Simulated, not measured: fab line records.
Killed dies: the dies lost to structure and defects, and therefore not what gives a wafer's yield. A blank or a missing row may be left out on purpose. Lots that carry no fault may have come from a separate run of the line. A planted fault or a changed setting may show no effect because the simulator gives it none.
A struck lot beside a sound one :: flow sky130 :: 15 steps out of a route of 708
Sound: these wafers, L565.1, L565.2, L565.4. Wafers struck: L578.2, L578.5, L578.6. Last of all comes the cause.
Per side, at each step with rows, come the tool, then ch with its chambers, and then its first start. Under that, the readings that differ: sound wafers :: struck wafers :: difference of the means :: sigmas: that difference in standard deviations of wafers without a fault.
alike: words and numbers the same on both sides, and readings whose means are apart by under 2 such deviations; not compared: readings that were withheld, readings missing a value for some wafer, numbers with overlapping values and no deviation given by the record, and bounds like >300 which may hide the same value.
The two part at a step that has a row with sigmas, a row that says differs or no value, or rows on one side only. Non-overlapping numbers with no deviation appear without sigmas and do not part them. Lack of a reading on every wafer of one side parts them only where that side has two or more wafers.

SKY_CONTACT_CMP_04: polishes SiO2.
  sound on cmp-02 ch 0,1,3, day 31 03:47; struck on cmp-02 ch 1,2, day 35 09:27
  alike: motorCurrentA, timeToEndpointS
SKY_CONTACT_BOW_MEAS_05:
  sound on filmMetro-03, day 31 04:02; struck on filmMetro-03, day 35 09:46
  alike: CONTACT_BOW
then, 8 steps without rows for these wafers: SKY_CONTACT_DEHYDRATE_06 (time 60 s); SKY_CONTACT_HMDS_07 (prime time 60 s); SKY_CONTACT_COAT_08 (resist thk 60 nm); SKY_CONTACT_COAT_09 (resist thk 450 nm); SKY_CONTACT_SOFTBAKE_10 (time 90 s); SKY_CONTACT_EXPOSE_11 (exposes mask CTM1, target cd 170 nm); SKY_CONTACT_PEB_12; SKY_CONTACT_DEVELOP_13 (develop time 60 s).
SKY_CONTACT_CD_MEAS_14: target cd 170 nm.
  sound on cdSem-02, day 32 08:05; struck on cdSem-01, day 36 12:22
reading: cdNm (nm)
sound: 169.1 169.7 171.0
struck: 166.4 166.3 166.6
difference: -3.5
sigmas: -3
SKY_CONTACT_OVL_MEAS_15:
  sound on overlay-01, day 32 08:13; struck on overlay-01, day 36 12:28
  alike: CONTACT_OVL
SKY_CONTACT_ETCH_16: etches BARC in N2/H2, stops on SiO2, time 45.9 s, target depth 60 nm.
  sound on rieDiel-01 ch 0,1,3, day 32 08:15; struck on rieDiel-03 ch 0,2, day 36 12:30
reading: model.KrF-thick_of_CONTACT_COAT_09.thkNm (nm)
sound: 394 390.1 391
struck: 390 389.8 389.2
difference: -2
sigmas: 
  alike: drypumpMotorCurrentA, oesProductAu, throttleValvePct
  not compared: rfHoursCounterH
SKY_CONTACT_ETCH_17: etches SiO2 in C4F8/O2/Ar, stops on Si3N4, target depth 340 nm.
  sound on rieDiel-01 ch 0,1,3, day 32 08:17; struck on rieDiel-03 ch 0,2, day 36 12:32
  alike: oesProductAu
after that, 1 step had no rows for these wafers: SKY_PAD_OPEN_PROBE_99.

== WHERE THEY PART ==
SKY_CONTACT_CD_MEAS_14 only, going by this record. Later steps at which nothing parts them and some readings are alike: SKY_CONTACT_OVL_MEAS_15, SKY_CONTACT_ETCH_16, SKY_CONTACT_ETCH_17.

WHY: whatever the simulator had introduced
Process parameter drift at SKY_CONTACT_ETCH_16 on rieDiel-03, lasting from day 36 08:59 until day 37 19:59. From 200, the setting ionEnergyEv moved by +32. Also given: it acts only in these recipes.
